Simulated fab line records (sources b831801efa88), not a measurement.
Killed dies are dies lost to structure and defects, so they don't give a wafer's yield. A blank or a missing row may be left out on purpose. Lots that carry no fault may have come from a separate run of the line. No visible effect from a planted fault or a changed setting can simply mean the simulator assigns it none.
Comparing a struck lot with a sound one	flow sfq_line	14 steps out of a route of 325
Sound: these wafers, L761.1, L761.2, L761.3. Struck: wafer L768.2 (L768.1, L768.3, from the same lot, were not struck and are left out); the cause is given at the end.
Order at every step that has rows: each side's tool, ch and its chambers, its first start. Under that, the readings that differ: sound wafers	struck wafers	difference of the means	sigmas: that difference in standard deviations of wafers without a fault.
alike: same words and numbers on both sides, and readings whose means sit less than 2 such deviations apart. not compared: any withheld reading, any reading some wafer has no value for, any bound like >300 that may hide the same value, and any number with overlapping values for which the record gives no deviation.
The two part at a step that has a row with sigmas, a row that says differs or no value, or rows on one side only. Numbers that don't overlap but have no deviation are shown without sigmas and don't part them. A reading that every wafer of one side lacks parts them only if that side has two wafers or more.

first, 2 steps without rows for these wafers: SFQ_TRILAYER_C5_STRIP_SOLV_CLEAN_156 (cleans in NMP, time 600 s); SFQ_TRILAYER_M6_DEP_PRE_CLEAN_158 (time 22.5 s).
SFQ_TRILAYER_M6_DEP_SPUTTER_157: material Nb, target thk 200 nm, time 133.3 s.
  struck on pvd_sputter-06, day 77 09:23; sound on pvd_sputter-03, day 74 04:35
  alike: throttle_valve_pct
SFQ_M6_RS_MEAS_938: measures by four-point-probe.
  struck on film_metro-04, day 77 09:29; sound on film_metro-02, day 74 04:41
  alike: M6_NB_RS
then, 6 steps without rows for these wafers: SFQ_TRILAYER_M6_LITHO_COAT_164 (resist thk 62 nm); SFQ_TRILAYER_M6_LITHO_COAT_159 (resist thk 600 nm); SFQ_TRILAYER_M6_LITHO_SOFTBAKE_163; SFQ_TRILAYER_M6_LITHO_EXPOSE_160 (exposes mask M6, target cd 500 nm); SFQ_TRILAYER_M6_LITHO_PEB_162 (peb time 60 s); SFQ_TRILAYER_M6_LITHO_DEVELOP_161 (time 60 s).
SFQ_M6_OVL_MEAS_940:
  struck on overlay-02, day 77 14:16; sound on overlay-02, day 74 07:07
  alike: M6_OVL
SFQ_TRILAYER_M6_BARC_OPEN_METAL_ETCH_206: etches BARC in O2, target depth 125 nm, time 41.7 s.
  sound on rie_metal-01 ch 0,1, day 74 07:09; struck on rie_metal-03 ch 1, day 77 14:18
reading	sound	struck	difference	sigmas
model.KrF_of_TRILAYER_M6_LITHO_COAT_159.thk_nm (nm)	522.5 523.3 521.3	544.1	+21.7	
  alike: drypump_motor_current_A, oes_product_au
  not compared: rf_hours_counter_h
SFQ_TRILAYER_M6_ETCH_METAL_ETCH_162: etches Nb in Cl2/Ar, stops on SiO2, target depth 240 nm, time 120 s.
  sound on rie_metal-01 ch 0,1, day 74 07:13; struck on rie_metal-03 ch 1, day 77 14:22
reading	sound	struck	difference	sigmas
model.KrF_of_TRILAYER_M6_LITHO_COAT_159.thk_nm (nm)	384 382.7 383	399.8	+16.6	
  alike: drypump_motor_current_A, oes_product_au
  not compared: rf_hours_counter_h
SFQ_TRILAYER_M6_STRIP_STRIP_163: strips in O2.
  sound on rie_metal-01 ch 0,1, day 74 07:20; struck on rie_metal-03 ch 1, day 77 14:29
  alike: drypump_motor_current_A, oes_product_au
  not compared: rf_hours_counter_h

WHERE THEY PART
Nowhere in this record.

WHY: whatever the simulator had introduced
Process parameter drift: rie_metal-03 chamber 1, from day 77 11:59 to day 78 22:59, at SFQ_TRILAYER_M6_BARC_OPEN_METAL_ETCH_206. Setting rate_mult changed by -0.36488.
